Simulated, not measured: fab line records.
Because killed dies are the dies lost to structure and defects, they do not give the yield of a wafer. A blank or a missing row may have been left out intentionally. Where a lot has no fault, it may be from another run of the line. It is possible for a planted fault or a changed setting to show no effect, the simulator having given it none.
Matching of chambers	flow sky130	SKY_POLY_GATE_ETCH_17 on rie si-02: 4 sister chambers
The step etches poly-Si in HBr/Cl2, stops on SiO2, target depth 180 nm, time 70.5 s. 8 wafers are shown with their chamber, then 8 later ones without.

EACH WAFER AND ITS CHAMBER
wafer	chamber	drypump motor current A (A)	oes product au (a.u.)
L746.2	2	6.5	0.998
L747.1	3	6.3	0.982
L747.4	1	5.3	0.990
L747.5	0	5.8	0.986
L748.1	2	6.4	0.990
L748.2	0	5.8	0.991
L748.5	3	6.3	0.979
L750.1	1	5.3	0.989

WAFERS WITH NO CHAMBER GIVEN
wafer	drypump motor current A (A)	oes product au (a.u.)
L750.2	5.8	0.984
L750.4	6.4	1.002
L754.2	5.3	0.988
L754.4	5.8	0.988
L754.5	6.5	0.992
L756.1	5.3	0.985
L756.2	6.2	0.991
L756.3	5.8	0.984

CHAMBER TAKEN BY EACH
wafer	from the rows above	in truth
L750.2	0	0
L750.4	2	2
L754.2	1	1
L754.4	0	0
L754.5	2	2
L756.1	1	1
L756.2	3	3
L756.3	0	0
8 of 8 placed correctly. Number that these rows cannot place: 0. Number placed wrongly: 0.
How it was worked out, from the rows above alone: a wafer's distance from a chamber is the root of the sum, over the readings, of the square of ((its reading less the chamber's mean) divided by the reading's scatter). The wafer belongs to the nearest chamber; if the next one is less than 2 further off, it can't be placed. For every chamber, the mean is computed from those of its wafers that are shown. How the scatter is found: for the shown wafers, subtract from each reading the mean of its chamber, square and add these, divide the total by (wafers less chambers), then take the root.
